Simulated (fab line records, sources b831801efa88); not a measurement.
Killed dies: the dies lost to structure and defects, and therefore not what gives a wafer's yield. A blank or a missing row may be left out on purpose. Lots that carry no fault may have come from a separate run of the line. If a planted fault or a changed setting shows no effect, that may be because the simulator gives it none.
The tool behind it: which one? -- flow sky130 -- 6 lots, 17 wafers sampled, at 4 steps of a route of 708

WHAT THE GAUGES SHOWED, per wafer
SKY_VIA2_CD_MEAS_12: target cd 200 nm.
lot,measured,on,cd-nm (nm)
L252,day 36 03:40,cd-sem-01,198.6 199.2 199.7
L255,day 37 04:31,cd-sem-01,199.1 201.3 198.0
L260,day 39 23:35,cd-sem-02,199.8 198.7 200.3
L263,day 40 17:24,cd-sem-02,198.6 199.0 199.7
L266,day 41 03:52,cd-sem-02,198.7 198.6 197.9
L269,day 41 11:27,cd-sem-01,154.7 199.8

EACH LOT AND THE TOOL THAT RAN IT (in order: tool; ch and the chambers of the sampled wafers; start)
lot,SKY_CONTACT_CVD_24,SKY_METAL1_SPUTTER_01,SKY_VIA2_EXPOSE_09
L252,"cvd-w-01 ch 0,1, day 31 11:05","pvd-sputter-04, day 31 11:41","krf-scanner-02 ch 0, day 35 15:02"
L255,"cvd-w-02 ch 0,1, day 32 15:15","pvd-sputter-04, day 32 15:52","krf-scanner-02 ch 0, day 36 16:32"
L260,"cvd-w-02 ch 0,1, day 35 12:23","pvd-sputter-04, day 35 12:58","krf-scanner-02 ch 0, day 39 10:52"
L263,"cvd-w-02 ch 0,1, day 36 08:36","pvd-sputter-04, day 36 09:11","krf-scanner-01 ch 0, day 40 05:59"
L266,"cvd-w-01 ch 0,1, day 36 18:50","pvd-sputter-04, day 36 19:27","krf-scanner-02 ch 0, day 40 15:58"
L269,"cvd-w-02 ch 0,1, day 37 02:47","pvd-sputter-04, day 37 03:22","krf-scanner-02 ch 0, day 41 00:12"
- SKY_CONTACT_CVD_24: deposits W, target thk 340 nm, time 102.12 s.
- SKY_METAL1_SPUTTER_01: material TiN, target thk 20 nm, time 16.7 s.
- SKY_VIA2_EXPOSE_09: exposes mask VIM2, target cd 200 nm.

THE ANSWER, worked out from the rows above alone
Rule: what is usual is taken from the lots themselves. Put in order of their means at a reading, lots are off if they are a third of the lots or fewer, leave a main group of 4 or more, and stand apart from it by a gap of 3 or more times the standard deviation of the main group's means; of several such gaps the widest counts. A main group is skipped when, at the precision printed for the reading in the tables above, its means are all equal. A lot without any number at a reading at which 4 lots or more have one is off too. Where the step has rows for the other lots, those lots are counted as sound.
Off at SKY_VIA2_CD_MEAS_12 (cd-nm): L269. Main group: mean 199.1 nm, sd 0.42.
A tool fits if, at a process step before that reading, it ran every lot that is off, and no sound lot after the first of them. The gauges at SKY_VIA2_CD_MEAS_12 are tried like those tools. Can't be told from this: 4 tools fit, cvd-w-02 at SKY_CONTACT_CVD_24, pvd-sputter-04 at SKY_METAL1_SPUTTER_01, krf-scanner-02 at SKY_VIA2_EXPOSE_09, cd-sem-01 at SKY_VIA2_CD_MEAS_12.

WHAT THE SIMULATOR PUT IN
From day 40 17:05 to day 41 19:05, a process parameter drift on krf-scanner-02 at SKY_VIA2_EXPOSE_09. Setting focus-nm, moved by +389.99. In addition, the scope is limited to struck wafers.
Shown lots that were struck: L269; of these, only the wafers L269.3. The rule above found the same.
